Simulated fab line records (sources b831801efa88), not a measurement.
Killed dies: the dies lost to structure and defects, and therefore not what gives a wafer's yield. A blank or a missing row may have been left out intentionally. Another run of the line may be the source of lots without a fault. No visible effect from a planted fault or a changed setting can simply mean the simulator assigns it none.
The tool behind it: which one? / flow gf180mcu / 39 wafers from 13 lots sampled at 6 of the route's 602 steps

## WHAT THE GAUGES READ, wafer by wafer
GF_NWELL_OVL_MEAS_07.
lot=L237; measured=day 3 06:25; on=overlay-02; NWELL_OVL (nm)=-1.6 -0.3 -0.8
lot=L238; measured=day 3 12:04; on=overlay-02; NWELL_OVL (nm)=-0.9 -1.2 -1.6
lot=L239; measured=day 3 16:10; on=overlay-02; NWELL_OVL (nm)=0.1 -0.7 0.4
lot=L241; measured=day 4 15:37; on=overlay-01; NWELL_OVL (nm)=0.3 1.0 1.6
lot=L243; measured=day 4 17:37; on=overlay-01; NWELL_OVL (nm)=3.7 3.9 3.8
lot=L244; measured=day 4 23:31; on=overlay-01; NWELL_OVL (nm)=0.8 0.8 0.6
lot=L245; measured=day 5 06:34; on=overlay-02; NWELL_OVL (nm)=2.7 3.9 2.6
lot=L246; measured=day 5 12:06; on=overlay-01; NWELL_OVL (nm)=-0.8 0.4 -0.2
lot=L247; measured=day 5 13:43; on=overlay-01; NWELL_OVL (nm)=-1.0 -0.3 -1.8
lot=L254; measured=day 7 03:31; on=overlay-01; NWELL_OVL (nm)=2.4 1.3 0.6
lot=L257; measured=day 7 20:51; on=overlay-01; NWELL_OVL (nm)=2.1 2.4 0.8
lot=L258; measured=day 8 00:03; on=overlay-01; NWELL_OVL (nm)=-1.7 -2.4 -1.2
lot=L260; measured=day 8 10:46; on=overlay-01; NWELL_OVL (nm)=0.6 0.3 0.6

GF_HV_LDD_TW_MEAS_38.
lot=L237; measured=day 11 07:04; on=film metro-01; HV_LDD_3_TW=1438 1430 1432
lot=L238; measured=day 11 18:11; on=film metro-02; HV_LDD_3_TW=1425 1419 1420
lot=L239; measured=day 11 20:53; on=film metro-01; HV_LDD_3_TW=1442 1434 1433
lot=L241; measured=day 13 06:40; on=film metro-03; HV_LDD_3_TW=1436 1439 1435
lot=L243; measured=day 13 17:28; on=film metro-01; HV_LDD_3_TW=1429 1426 1428
lot=L244; measured=day 13 18:01; on=film metro-01; HV_LDD_3_TW=1533 1537 1543
lot=L245; measured=day 14 14:13; on=film metro-02; HV_LDD_3_TW=1424 1426 1428
lot=L246; measured=day 15 00:39; on=film metro-03; HV_LDD_3_TW=1534 1541 1534
lot=L247; measured=day 15 08:35; on=film metro-02; HV_LDD_3_TW=1531 1535 1527
lot=L254; measured=day 17 04:04; on=film metro-03; HV_LDD_3_TW=1440 1440 1432
lot=L257; measured=day 18 00:01; on=film metro-01; HV_LDD_3_TW=1447 1448 1446
lot=L258; measured=day 18 02:34; on=film metro-02; HV_LDD_3_TW=1422 1420 1420
lot=L260; measured=day 18 18:10; on=film metro-02; HV_LDD_3_TW=1416 1422 1421

GF_HV_LDD_RS_MEAS_53: a four-point-probe measurement.
lot=L237; measured=day 12 01:07; on=film metro-03; HV_LDD_RS (ohm/sq)=417.9 418.0 417.6
lot=L238; measured=day 12 12:53; on=film metro-03; HV_LDD_RS (ohm/sq)=418.7 419.5 419.8
lot=L239; measured=day 12 15:44; on=film metro-01; HV_LDD_RS (ohm/sq)=418.7 419.4 418.1
lot=L241; measured=day 14 03:17; on=film metro-02; HV_LDD_RS (ohm/sq)=416.5 417.6 416.4
lot=L243; measured=day 14 14:14; on=film metro-01; HV_LDD_RS (ohm/sq)=420.3 419.2 420.1
lot=L244; measured=day 14 14:26; on=film metro-02; HV_LDD_RS (ohm/sq)=398.9 398.7 399.0
lot=L245; measured=day 15 11:41; on=film metro-01; HV_LDD_RS (ohm/sq)=418.7 417.3 418.4
lot=L246; measured=day 15 22:19; on=film metro-03; HV_LDD_RS (ohm/sq)=399.9 399.2 400.0
lot=L247; measured=day 16 06:25; on=film metro-01; HV_LDD_RS (ohm/sq)=399.2 398.2 397.8
lot=L254; measured=day 18 03:00; on=film metro-03; HV_LDD_RS (ohm/sq)=417.9 417.3 418.4
lot=L257; measured=day 19 00:47; on=film metro-02; HV_LDD_RS (ohm/sq)=416.4 416.5 416.4
lot=L258; measured=day 19 03:29; on=film metro-01; HV_LDD_RS (ohm/sq)=417.5 417.3 419.0
lot=L260; measured=day 19 19:26; on=film metro-02; HV_LDD_RS (ohm/sq)=416.7 417.3 418.1

GF_NSD_OVL_MEAS_08.
lot=L237; measured=day 12 21:37; on=overlay-02; NSD_OVL (nm)=-1.3 1.3 0.0
lot=L238; measured=day 13 09:41; on=overlay-01; NSD_OVL (nm)=3.9 4.0 1.5
lot=L239; measured=day 13 12:44; on=overlay-01; NSD_OVL (nm)=-0.5 0.8 0.6
lot=L241; measured=day 15 02:04; on=overlay-02; NSD_OVL (nm)=1.0 1.4 0.7
lot=L243; measured=day 15 13:43; on=overlay-02; NSD_OVL (nm)=0.4 -1.2 0.4
lot=L244; measured=day 15 16:10; on=overlay-02; NSD_OVL (nm)=-2.2 -3.8 -1.1
lot=L245; measured=day 16 13:07; on=overlay-02; NSD_OVL (nm)=0.2 -0.2 -0.3
lot=L246; measured=day 16 23:23; on=overlay-02; NSD_OVL (nm)=1.4 0.7 1.6
lot=L247; measured=day 17 07:58; on=overlay-02; NSD_OVL (nm)=0.1 -0.4 0.4
lot=L254; measured=day 19 05:53; on=overlay-01; NSD_OVL (nm)=4.4 4.5 4.5
lot=L257; measured=day 20 03:16; on=overlay-01; NSD_OVL (nm)=4.0 4.4 4.0
lot=L258; measured=day 20 07:07; on=overlay-01; NSD_OVL (nm)=1.8 1.2 2.5
lot=L260; measured=day 20 22:37; on=overlay-02; NSD_OVL (nm)=0.5 0.5 0.3

GF_SAB_OVL_MEAS_10.
lot=L237; measured=day 14 13:13; on=overlay-02; SAB_OVL (nm)=0.1 -0.7 0.1
lot=L238; measured=day 15 03:07; on=overlay-02; SAB_OVL (nm)=2.9 2.0 1.9
lot=L239; measured=day 15 07:34; on=overlay-02; SAB_OVL (nm)=1.0 1.6 1.4
lot=L241; measured=day 16 21:37; on=overlay-01; SAB_OVL (nm)=1.0 1.6 1.4
lot=L243; measured=day 17 11:19; on=overlay-02; SAB_OVL (nm)=0.2 0.2 -0.4
lot=L244; measured=day 17 13:49; on=overlay-01; SAB_OVL (nm)=1.6 2.3 2.5
lot=L245; measured=day 18 11:58; on=overlay-02; SAB_OVL (nm)=-0.6 -1.4 -0.9
lot=L246; measured=day 18 22:49; on=overlay-01; SAB_OVL (nm)=2.5 2.1 1.6
lot=L247; measured=day 19 08:55; on=overlay-01; SAB_OVL (nm)=1.6 2.5 1.3
lot=L254; measured=day 21 08:56; on=overlay-01; SAB_OVL (nm)=1.2 0.6 0.5
lot=L257; measured=day 22 04:37; on=overlay-01; SAB_OVL (nm)=0.3 0.5 0.1
lot=L258; measured=day 22 08:34; on=overlay-02; SAB_OVL (nm)=0.1 -1.1 -0.4
lot=L260; measured=day 22 23:55; on=overlay-01; SAB_OVL (nm)=0.5 0.9 2.6

## EACH LOT AND THE TOOL THAT RAN IT (in order: tool; ch and the chambers of the sampled wafers; start)
lot=L237; GF_HV_LDD_IMPLANT_35=implanter-03 ch 0, day 11 06:41
lot=L238; GF_HV_LDD_IMPLANT_35=implanter-01 ch 0, day 11 17:49
lot=L239; GF_HV_LDD_IMPLANT_35=implanter-01 ch 0, day 11 20:31
lot=L241; GF_HV_LDD_IMPLANT_35=implanter-02 ch 0, day 13 06:16
lot=L243; GF_HV_LDD_IMPLANT_35=implanter-01 ch 0, day 13 17:04
lot=L244; GF_HV_LDD_IMPLANT_35=implanter-02 ch 0, day 13 17:19
lot=L245; GF_HV_LDD_IMPLANT_35=implanter-03 ch 0, day 14 13:49
lot=L246; GF_HV_LDD_IMPLANT_35=implanter-02 ch 0, day 14 23:41
lot=L247; GF_HV_LDD_IMPLANT_35=implanter-01 ch 0, day 15 07:47
lot=L254; GF_HV_LDD_IMPLANT_35=implanter-02 ch 0, day 17 03:41
lot=L257; GF_HV_LDD_IMPLANT_35=implanter-01 ch 0, day 17 23:37
lot=L258; GF_HV_LDD_IMPLANT_35=implanter-01 ch 0, day 18 02:10
lot=L260; GF_HV_LDD_IMPLANT_35=implanter-03 ch 0, day 18 17:46
- GF_HV_LDD_IMPLANT_35

## AS READ BY THE TOOLS THEMSELVES (means over the sampled wafers that have a number; for cases with no such wafer, the mark the record gives instead)
GF_HV_LDD_IMPLANT_35.
lot=L237; tool=implanter-03; beam on s (s)=9.87; tilt deg (degrees)=29.999
lot=L238; tool=implanter-01; beam on s (s)=10.05; tilt deg (degrees)=30.013
lot=L239; tool=implanter-01; beam on s (s)=10.00; tilt deg (degrees)=29.987
lot=L241; tool=implanter-02; beam on s (s)=10.17; tilt deg (degrees)=30.016
lot=L243; tool=implanter-01; beam on s (s)=10.00; tilt deg (degrees)=29.977
lot=L244; tool=implanter-02; beam on s (s)=10.12; tilt deg (degrees)=30.000
lot=L245; tool=implanter-03; beam on s (s)=10.04; tilt deg (degrees)=29.984
lot=L246; tool=implanter-02; beam on s (s)=10.03; tilt deg (degrees)=30.003
lot=L247; tool=implanter-01; beam on s (s)=10.16; tilt deg (degrees)=29.977
lot=L254; tool=implanter-02; beam on s (s)=10.05; tilt deg (degrees)=29.982
lot=L257; tool=implanter-01; beam on s (s)=10.05; tilt deg (degrees)=29.989
lot=L258; tool=implanter-01; beam on s (s)=10.14; tilt deg (degrees)=30.015
lot=L260; tool=implanter-03; beam on s (s)=10.00; tilt deg (degrees)=30.005

## THE ANSWER, worked out from the rows above alone
Rule: usual is defined by the lots themselves. Put in order of their means at a reading, lots are off if they are a third of the lots or fewer, leave a main group of 4 or more, and stand apart from it by a gap of 3 or more times the standard deviation of the main group's means; of several such gaps the widest counts. A main group whose means are all the same, to the digits that the tables above print for the reading, isn't used. A lot without any number at a reading at which 4 lots or more have one is off too. The other lots that the step has rows for count as sound. The gauges are gone through in route order, then the tools' own readings, and for those a lot's mean is taken as printed above. The first step at which some lot is off is used, and at that step the reading that is off furthest; a lot without a number counts as furthest.
Off: at GF_HV_LDD_TW_MEAS_38 (HV_LDD_3_TW), L244, L246, L247. The main group has a mean of 1431 with a standard deviation of 8.5.
A tool fits if, at a process step before that reading, it ran every lot that is off, and no sound lot after the first of them. Those tools and the gauges at GF_HV_LDD_TW_MEAS_38 are tried in the same way. No candidate that was tried fits.

## WHAT HAD BEEN PUT IN BY THE SIMULATOR
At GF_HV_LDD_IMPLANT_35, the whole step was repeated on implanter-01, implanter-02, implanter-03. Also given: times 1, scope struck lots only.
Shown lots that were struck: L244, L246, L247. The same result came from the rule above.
